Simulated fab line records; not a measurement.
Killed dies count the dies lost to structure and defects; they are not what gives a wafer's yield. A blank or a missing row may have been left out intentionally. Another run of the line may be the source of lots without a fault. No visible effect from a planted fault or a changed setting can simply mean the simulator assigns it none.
Matching of chambers    flow sky130    SKY_LI_CONTACT_CMP_24 on cmp-02: 4 sister chambers
The step polishes, stops on PSG, t overpolish 20 s, target thk 0 nm. 22 wafers are shown with their chamber, then 11 later ones without.

## WAFERS PAIRED WITH THEIR CHAMBERS
wafer   chamber  motor-current-A (A)  time-to-endpoint-s (s)  overpolish-run-s (s)
L078.1  2        10.3                 101                     19.992
L078.4  0        9.8                  94                      19.981
L078.6  1        9.1                  87                      20.003
L079.1  1        9.4                  88                      20.001
L079.3  3        11.6                 101                     19.993
L079.6  3        11.9                 102                     19.991
L081.2  1        9.7                  91                      20.010
L081.3  2        11.0                 101                     20.008
L081.5  1        9.7                  94                      19.998
L083.1  1        9.4                  86                      20.004
L083.2  3        11.5                 96                      19.996
L083.5  0        10.6                 89                      20.000
L085.4  1        9.4                  86                      20.013
L085.5  1        9.5                  93                      20.002
L085.6  2        11.1                 102                     20.000
L092.2  3        12.1                 99                      19.997
L092.3  1        9.4                  90                      19.993
L092.4  2        10.7                 98                      20.002
L091.1  0        10.5                 91                      19.994
L091.3  3        11.6                 102                     19.984
L091.6  0        10.2                 92                      19.994
L094.1  2        10.6                 103                     19.994

SIGNATURES, as means of the wafers listed above
reading             chamber 0  chamber 1  chamber 2  chamber 3  scatter within a chamber
motor-current-A     10.275     9.450      10.740     11.740     0.27
time-to-endpoint-s  91.50      89.38      101.00     100.00     2.59
overpolish-run-s    19.99225   20.00300   19.99920   19.99220   0.00643
Rule: a wafer's distance from a chamber is the root of the sum, over the readings, of the square of ((its reading less the chamber's mean) divided by the reading's scatter). The wafer belongs to the nearest chamber; if the next one is less than 2 further off, it can't be placed. How the scatter is found: for the shown wafers, subtract from each reading the mean of its chamber, square and add these, divide the total by (wafers less chambers), then take the root.

## WAFERS WITH NO CHAMBER GIVEN
wafer   motor-current-A (A)  time-to-endpoint-s (s)  overpolish-run-s (s)
L094.3  11.6                 102                     20.007
L094.5  10.4                 93                      19.992
L096.2  12.0                 99                      19.990
L096.4  9.3                  87                      19.989
L096.5  12.6                 101                     19.984
L095.3  9.4                  95                      20.009
L095.4  11.7                 100                     20.000
L095.5  9.9                  90                      19.987
L097.1  9.1                  92                      19.994
L097.3  10.6                 102                     20.014
L097.6  9.8                  90                      20.010

## WHICH CHAMBER EACH ONE RAN IN
wafer   from the rows above      in truth
L094.3  can't be placed: 3 or 2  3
L094.5  0                        0
L096.2  3                        3
L096.4  can't be placed: 1 or 0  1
L096.5  3                        3
L095.3  1                        1
L095.4  3                        3
L095.5  can't be placed: 0 or 1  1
L097.1  1                        1
L097.3  2                        2
L097.6  can't be placed: 1 or 0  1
Placed correctly: 7 of 11. Not placeable from these rows: 4 (in 4, the candidates include the true chamber). Wrongly placed: 0.
